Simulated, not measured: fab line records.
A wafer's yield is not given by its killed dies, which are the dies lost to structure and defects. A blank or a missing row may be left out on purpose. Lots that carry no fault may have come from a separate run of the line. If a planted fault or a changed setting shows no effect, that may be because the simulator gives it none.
Chamber matching :: flow sfq line :: SFQ_TRILAYER_I1_VIA_ETCH_VIA_ETCH_052 on rie diel-03: 4 sister chambers
The step etches SiO2 in CHF3, stops on Nb, target depth 260 nm. 14 wafers are shown with their chamber, then 6 later ones without.

WAFERS WITH THEIR CHAMBER
wafer: L184.2
chamber: 2
drypump motor current A (A): 6.2
oes product au (a.u.): 0.856

wafer: L184.3
chamber: 0
drypump motor current A (A): 6.3
oes product au (a.u.): 0.853

wafer: L184.6
chamber: 2
drypump motor current A (A): 6.3
oes product au (a.u.): 0.859

wafer: L185.2
chamber: 2
drypump motor current A (A): 6.3
oes product au (a.u.): 0.841

wafer: L185.3
chamber: 1
drypump motor current A (A): 6.3
oes product au (a.u.): 0.860

wafer: L185.6
chamber: 2
drypump motor current A (A): 6.3
oes product au (a.u.): 0.851

wafer: L186.1
chamber: 2
drypump motor current A (A): 6.2
oes product au (a.u.): 0.850

wafer: L186.2
chamber: 0
drypump motor current A (A): 6.3
oes product au (a.u.): 0.846

wafer: L186.3
chamber: 1
drypump motor current A (A): 6.3
oes product au (a.u.): 0.862

wafer: L193.3
chamber: 0
drypump motor current A (A): 6.3
oes product au (a.u.): 0.850

wafer: L193.4
chamber: 2
drypump motor current A (A): 6.3
oes product au (a.u.): 0.855

wafer: L194.1
chamber: 1
drypump motor current A (A): 6.3
oes product au (a.u.): 0.862

wafer: L194.3
chamber: 3
drypump motor current A (A): 4.9
oes product au (a.u.): 0.863

wafer: L194.5
chamber: 1
drypump motor current A (A): 6.4
oes product au (a.u.): 0.852

SIGNATURES (averages over the wafers above)
reading: drypump motor current A
chamber 0: 6.300
chamber 1: 6.325
chamber 2: 6.267
chamber 3: 4.900
scatter within a chamber: 0.0456

reading: oes product au
chamber 0: 0.84967
chamber 1: 0.85900
chamber 2: 0.85200
chamber 3: 0.86300
scatter within a chamber: 0.00541
Rule: for a wafer and a chamber, the distance is found by dividing, reading by reading, the gap between the wafer's reading and the chamber's mean by the reading's scatter, squaring, summing and taking the root. If the next closest chamber is less than 2 further off than the closest, the wafer can't be placed; otherwise it belongs to the closest. The scatter: the root of (the sum of the squares of (reading less its chamber's mean) over the shown wafers, divided by (wafers less chambers)).

WAFERS WITHOUT THEIR CHAMBER
wafer: L200.1
drypump motor current A (A): 6.2
oes product au (a.u.): 0.855

wafer: L200.3
drypump motor current A (A): 4.9
oes product au (a.u.): 0.847

wafer: L200.4
drypump motor current A (A): 6.3
oes product au (a.u.): 0.847

wafer: L203.1
drypump motor current A (A): 6.2
oes product au (a.u.): 0.856

wafer: L203.3
drypump motor current A (A): 6.3
oes product au (a.u.): 0.849

wafer: L203.4
drypump motor current A (A): 6.3
oes product au (a.u.): 0.857

WHICH CHAMBER EACH WENT THROUGH
wafer: L200.1
from the rows above: can't be placed: 2 or 0 or 1
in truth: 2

wafer: L200.3
from the rows above: 3
in truth: 3

wafer: L200.4
from the rows above: can't be placed: 0 or 2 or 1
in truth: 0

wafer: L203.1
from the rows above: can't be placed: 2 or 0 or 1
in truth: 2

wafer: L203.3
from the rows above: can't be placed: 0 or 2 or 1
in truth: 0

wafer: L203.4
from the rows above: can't be placed: 1 or 2 or 0
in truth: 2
1 of 6 placed correctly. Not placeable from these rows: 5 (in 5, the candidates include the true chamber). Wrongly placed: 0.
